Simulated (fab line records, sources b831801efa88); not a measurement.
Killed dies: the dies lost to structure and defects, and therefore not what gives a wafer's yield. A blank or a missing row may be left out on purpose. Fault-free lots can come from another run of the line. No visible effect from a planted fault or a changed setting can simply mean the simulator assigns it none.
Which tool is to blame?    flow gf180mcu    18 wafers from 6 lots sampled at 3 of the route's 602 steps

== WHAT THE GAUGES SHOWED, per wafer ==
GF_VT_IMPLANT_RS_MEAS_49: measurement is done with a four-point probe.
lot   measured      on            MVPSD_RS (ohm/sq)
L603  day 8 11:01   filmMetro-04  1170.1 1170.6 1170.4
L605  day 8 22:45   filmMetro-04  1166.2 1167.6 1168.2
L607  day 9 10:49   filmMetro-03  1166.1 1167.3 1168.8
L611  day 10 15:05  filmMetro-04  1170.7 1172.4 1173.1
L616  day 12 06:44  filmMetro-04  1166.1 1168.3 1169.1
L621  day 13 13:11  filmMetro-03  1184.8 1185.4 1188.1

== EACH LOT AND THE TOOL THAT RAN IT (in order: tool; ch and the chambers of the sampled wafers; start) ==
lot   GF_MVPSD_IMPLANT_08              GF_VT_IMPLANT_STRIP_20
L603  implanter-04 ch 0, day 5 20:49   plasmaAsher-02 ch 0,1, day 7 02:28
L605  implanter-02 ch 0, day 6 07:02   plasmaAsher-01 ch 0,1, day 7 14:07
L607  implanter-02 ch 0, day 6 17:17   plasmaAsher-02 ch 0,1, day 8 01:01
L611  implanter-04 ch 0, day 7 17:37   plasmaAsher-04 ch 0,1, day 9 03:13
L616  implanter-04 ch 0, day 9 03:49   plasmaAsher-04 ch 1, day 10 15:22
L621  implanter-04 ch 0, day 10 07:22  plasmaAsher-02 ch 0,1, day 11 20:49
- GF_MVPSD_IMPLANT_08
- GF_VT_IMPLANT_STRIP_20: strips in O2/N2.

== THE ANSWER, worked out from the rows above alone ==
Rule: the usual values come from the lots themselves. Put in order of their means at a reading, lots are off if they are a third of the lots or fewer, leave a main group of 4 or more, and stand apart from it by a gap of 3 or more times the standard deviation of the main group's means; of several such gaps the widest counts. A main group whose means are all the same, to the digits that the tables above print for the reading, isn't used. A lot without any number at a reading at which 4 lots or more have one is off too. All remaining lots with rows at the step are treated as sound.
Off: L621, at GF_VT_IMPLANT_RS_MEAS_49 (MVPSD_RS). For the main group the mean is 1169.0 ohm/sq and the standard deviation 1.9.
If a tool, at a process step before that reading, ran all the lots that are off and no sound lot after the first of them, it fits. The gauges at GF_VT_IMPLANT_RS_MEAS_49 are tried like those tools. Can't be told from this: 3 tools fit, implanter-04 at GF_MVPSD_IMPLANT_08, plasmaAsher-02 at GF_VT_IMPLANT_STRIP_20, filmMetro-03 at GF_VT_IMPLANT_RS_MEAS_49.

== WHAT WAS PUT IN BY THE SIMULATOR ==
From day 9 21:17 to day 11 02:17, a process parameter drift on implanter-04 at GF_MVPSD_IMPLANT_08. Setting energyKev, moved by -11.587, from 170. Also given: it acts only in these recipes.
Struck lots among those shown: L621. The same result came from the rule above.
